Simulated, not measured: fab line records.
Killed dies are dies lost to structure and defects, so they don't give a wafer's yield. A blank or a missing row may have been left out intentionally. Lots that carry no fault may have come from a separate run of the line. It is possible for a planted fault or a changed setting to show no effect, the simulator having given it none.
Which of the tools did it?    flow sky130    36 wafers sampled from 12 lots at 1 step of a route of 708

WHAT THE GAUGES SHOWED, per wafer
SKY_CONTACT_CD_MEAS_14: target cd 170 nm. Usual: cd_nm 169.8 nm, standard deviation 1.4.
lot   measured      on         cd_nm (nm)         flag
L573  day 32 22:10  cd_sem-01  170.3 167.8 169.7  
L577  day 33 02:17  cd_sem-02  168.6 169.0 167.2  
L575  day 33 02:44  cd_sem-02  170.9 170.1 170.0  
L578  day 33 15:26  cd_sem-01  169.3 170.7 170.5  
L579  day 33 15:38  cd_sem-02  169.7 170.6 169.8  
L582  day 35 19:05  cd_sem-01  171.6 169.9 171.9  
L584  day 35 21:56  cd_sem-01  169.7 170.3 169.1  
L590  day 36 22:41  cd_sem-01  166.9 167.2 167.7  
L593  day 38 05:55  cd_sem-01  171.0 171.0 170.2  
L594  day 38 06:34  cd_sem-02  171.7 172.0 170.0  
L592  day 38 06:54  cd_sem-02  170.5 171.6 169.9  
L595  day 38 09:32  cd_sem-01  171.5 169.6 169.1  

WHAT TOOL EACH LOT RAN ON (gives the tool, then ch and the chambers of the sampled wafers, and finally the start)
There is no process step in the record ahead of these readings.

WHAT THE TOOLS THEMSELVES READ (means of the sampled wafers that have a number; where no wafer has one, the mark that the record gives instead)
The record holds no such reading with a usual standard deviation.

THE ANSWER, worked out from the rows above alone
Rule: a lot is off if the mean of its wafers that have a number lies more than 3 standard deviations from the usual mean. A lot without any number at a reading at which 4 lots or more have one is off too. The other lots that the step has rows for count as sound. First the gauges in route order, then the tools' own readings, where a lot's mean is used as printed above. At the first step where some lot is off, the reading lying furthest off is the one used; lots without a number count as furthest.
No lot is off at any reading shown: from this, nothing can be told.

WHAT THE SIMULATOR PUT IN
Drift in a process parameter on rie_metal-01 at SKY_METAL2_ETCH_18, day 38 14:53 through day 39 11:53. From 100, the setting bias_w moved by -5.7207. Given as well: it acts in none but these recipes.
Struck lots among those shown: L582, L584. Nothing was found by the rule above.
